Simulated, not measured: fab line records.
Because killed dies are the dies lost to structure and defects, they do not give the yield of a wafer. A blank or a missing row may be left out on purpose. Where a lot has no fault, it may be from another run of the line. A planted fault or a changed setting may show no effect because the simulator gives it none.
Check of tool commonality / flow gf180mcu / 11 lots and 33 wafers in the sample

REASON IT WAS OPENED
Of 11 lots, 2 have the reading HV_LDD_CVD_54_THK flagged at GF_HV_LDD_THK_MEAS_55. No-fault wafers: 10.00 nm, standard deviation 0.15.
Rule: a lot is flagged when every wafer of it that has a number lies more than 4 standard deviations from that mean, or none has a number. All remaining lots are regarded as sound.

lot=L362; measured=day 12 22:07; on=film-metro-01; HV_LDD_CVD_54_THK (nm), wafer by wafer=9.94 9.68 9.85; flag=
lot=L363; measured=day 13 08:56; on=film-metro-02; HV_LDD_CVD_54_THK (nm), wafer by wafer=9.88 9.85 10.05; flag=
lot=L364; measured=day 13 17:43; on=film-metro-03; HV_LDD_CVD_54_THK (nm), wafer by wafer=9.95 10.00 9.92; flag=
lot=L370; measured=day 15 16:49; on=film-metro-03; HV_LDD_CVD_54_THK (nm), wafer by wafer=10.29 10.21 10.25; flag=
lot=L372; measured=day 16 06:37; on=film-metro-01; HV_LDD_CVD_54_THK (nm), wafer by wafer=9.97 9.72 9.92; flag=
lot=L373; measured=day 16 11:38; on=film-metro-03; HV_LDD_CVD_54_THK (nm), wafer by wafer=10.28 10.16 10.21; flag=
lot=L374; measured=day 16 18:32; on=film-metro-02; HV_LDD_CVD_54_THK (nm), wafer by wafer=20.43 20.45 20.45; flag=FLAGGED
lot=L375; measured=day 17 04:53; on=film-metro-02; HV_LDD_CVD_54_THK (nm), wafer by wafer=20.21 20.29 20.28; flag=FLAGGED
lot=L382; measured=day 19 14:10; on=film-metro-02; HV_LDD_CVD_54_THK (nm), wafer by wafer=10.19 10.19 10.17; flag=
lot=L383; measured=day 20 00:31; on=film-metro-03; HV_LDD_CVD_54_THK (nm), wafer by wafer=9.95 9.90 9.98; flag=
lot=L384; measured=day 20 09:32; on=film-metro-01; HV_LDD_CVD_54_THK (nm), wafer by wafer=9.97 9.84 10.01; flag=
The numbers of the flagged lots are 20.35 nm on average: +10.35 nm against the usual, or +69 standard deviations.

WHICH TOOL EACH LOT WENT THROUGH
Before the reading, the record contains 3 process steps out of a 602-step route. Each cell gives the tool, then ch followed by the chambers the sampled wafers passed through, then the start.
lot=L362; flag=; GF_HV_LDD_STRIP_49=plasma-asher-02 ch 0,1, day 12 20:42; GF_HV_LDD_RTA_52=rtp-anneal-02 ch 0, day 12 20:55; GF_HV_LDD_CVD_54=lpcvd-01 ch 1, day 12 21:06
lot=L363; flag=; GF_HV_LDD_STRIP_49=plasma-asher-04 ch 0, day 13 07:31; GF_HV_LDD_RTA_52=rtp-anneal-02 ch 0, day 13 07:44; GF_HV_LDD_CVD_54=lpcvd-02 ch 0, day 13 07:55
lot=L364; flag=; GF_HV_LDD_STRIP_49=plasma-asher-04 ch 0,1, day 13 16:18; GF_HV_LDD_RTA_52=rtp-anneal-02 ch 0, day 13 16:31; GF_HV_LDD_CVD_54=lpcvd-01 ch 1, day 13 16:42
lot=L370; flag=; GF_HV_LDD_STRIP_49=plasma-asher-02 ch 0,1, day 15 15:24; GF_HV_LDD_RTA_52=rtp-anneal-01 ch 0, day 15 15:37; GF_HV_LDD_CVD_54=lpcvd-01 ch 1, day 15 15:48
lot=L372; flag=; GF_HV_LDD_STRIP_49=plasma-asher-02 ch 0,1, day 16 05:11; GF_HV_LDD_RTA_52=rtp-anneal-02 ch 0, day 16 05:24; GF_HV_LDD_CVD_54=lpcvd-02 ch 0, day 16 05:34
lot=L373; flag=; GF_HV_LDD_STRIP_49=plasma-asher-04 ch 1, day 16 10:12; GF_HV_LDD_RTA_52=rtp-anneal-02 ch 0, day 16 10:25; GF_HV_LDD_CVD_54=lpcvd-01 ch 0, day 16 10:37
lot=L374; flag=FLAGGED; GF_HV_LDD_STRIP_49=plasma-asher-04 ch 0,1, day 16 17:07; GF_HV_LDD_RTA_52=rtp-anneal-02 ch 0, day 16 17:20; GF_HV_LDD_CVD_54=lpcvd-01 ch 1, day 16 17:31
lot=L375; flag=FLAGGED; GF_HV_LDD_STRIP_49=plasma-asher-02 ch 0, day 17 03:28; GF_HV_LDD_RTA_52=rtp-anneal-02 ch 0, day 17 03:41; GF_HV_LDD_CVD_54=lpcvd-01 ch 0, day 17 03:51
lot=L382; flag=; GF_HV_LDD_STRIP_49=plasma-asher-01 ch 1, day 19 12:45; GF_HV_LDD_RTA_52=rtp-anneal-02 ch 0, day 19 12:58; GF_HV_LDD_CVD_54=lpcvd-02 ch 1, day 19 13:08
lot=L383; flag=; GF_HV_LDD_STRIP_49=plasma-asher-02 ch 0,1, day 19 23:06; GF_HV_LDD_RTA_52=rtp-anneal-02 ch 0, day 19 23:19; GF_HV_LDD_CVD_54=lpcvd-01 ch 1, day 19 23:29
lot=L384; flag=; GF_HV_LDD_STRIP_49=plasma-asher-04 ch 0,1, day 20 08:08; GF_HV_LDD_RTA_52=rtp-anneal-01 ch 0, day 20 08:20; GF_HV_LDD_CVD_54=lpcvd-01 ch 0, day 20 08:29
These steps, and what they do:
- GF_HV_LDD_STRIP_49: strips in O2/N2.
- GF_HV_LDD_RTA_52: time 10 s.
- GF_HV_LDD_CVD_54: deposits SiO2 from TEOS, target thk 10 nm, time 75 s.
- GF_HV_LDD_THK_MEAS_55

FLAGGED OVER TOTAL, TOOL BY TOOL (the gauges that took the reading come last)
step=GF_HV_LDD_STRIP_49; tool=plasma-asher-01; lots run=1; flagged=0; share of the flagged lots=none; sound lots run after its first flagged lot=-
step=GF_HV_LDD_STRIP_49; tool=plasma-asher-02; lots run=5; flagged=1; share of the flagged lots=some; sound lots run after its first flagged lot=1 (L383)
step=GF_HV_LDD_STRIP_49; tool=plasma-asher-04; lots run=5; flagged=1; share of the flagged lots=some; sound lots run after its first flagged lot=1 (L384)
step=GF_HV_LDD_RTA_52; tool=rtp-anneal-01; lots run=2; flagged=0; share of the flagged lots=none; sound lots run after its first flagged lot=-
step=GF_HV_LDD_RTA_52; tool=rtp-anneal-02; lots run=9; flagged=2; share of the flagged lots=all; sound lots run after its first flagged lot=2 (L382,L383)
step=GF_HV_LDD_CVD_54; tool=lpcvd-01; lots run=8; flagged=2; share of the flagged lots=all; sound lots run after its first flagged lot=2 (L383,L384)
step=GF_HV_LDD_CVD_54; tool=lpcvd-02; lots run=3; flagged=0; share of the flagged lots=none; sound lots run after its first flagged lot=-
step=GF_HV_LDD_THK_MEAS_55; tool=film-metro-01; lots run=3; flagged=0; share of the flagged lots=none; sound lots run after its first flagged lot=-
step=GF_HV_LDD_THK_MEAS_55; tool=film-metro-02; lots run=4; flagged=2; share of the flagged lots=all; sound lots run after its first flagged lot=1 (L382)
step=GF_HV_LDD_THK_MEAS_55; tool=film-metro-03; lots run=4; flagged=0; share of the flagged lots=none; sound lots run after its first flagged lot=-

WHAT THE TABLE ALLOWS
All flagged lots were run by 3 table rows, namely rtp-anneal-02 at GF_HV_LDD_RTA_52, lpcvd-01 at GF_HV_LDD_CVD_54, film-metro-02 at GF_HV_LDD_THK_MEAS_55.
- rtp-anneal-02 at GF_HV_LDD_RTA_52 ran 9 lots, 2 of them flagged. Lots that were sound ran on it after the first flagged one (L382, L383); a persistent fault on the entire tool would not allow that.
- lpcvd-01 at GF_HV_LDD_CVD_54 ran 8 lots, 2 of them flagged. Lots that were sound ran on it after the first flagged one (L383, L384); a persistent fault on the entire tool would not allow that. Its own readings (spike-tc-bottom-C, spike-tc-centre-C, spike-tc-lower-C, spike-tc-top-C, spike-tc-upper-C, susceptor-temp-C) fall more than 4 standard deviations out on all wafers of the flagged lots.
- film-metro-02 at GF_HV_LDD_THK_MEAS_55 ran 4 lots, 2 of them flagged. Lots that were sound ran on it after the first flagged one (L382); a persistent fault on the entire tool would not allow that.
No row of the table ran every flagged lot and no sound lot after the first.

WHAT THE SIMULATOR HAD INSERTED
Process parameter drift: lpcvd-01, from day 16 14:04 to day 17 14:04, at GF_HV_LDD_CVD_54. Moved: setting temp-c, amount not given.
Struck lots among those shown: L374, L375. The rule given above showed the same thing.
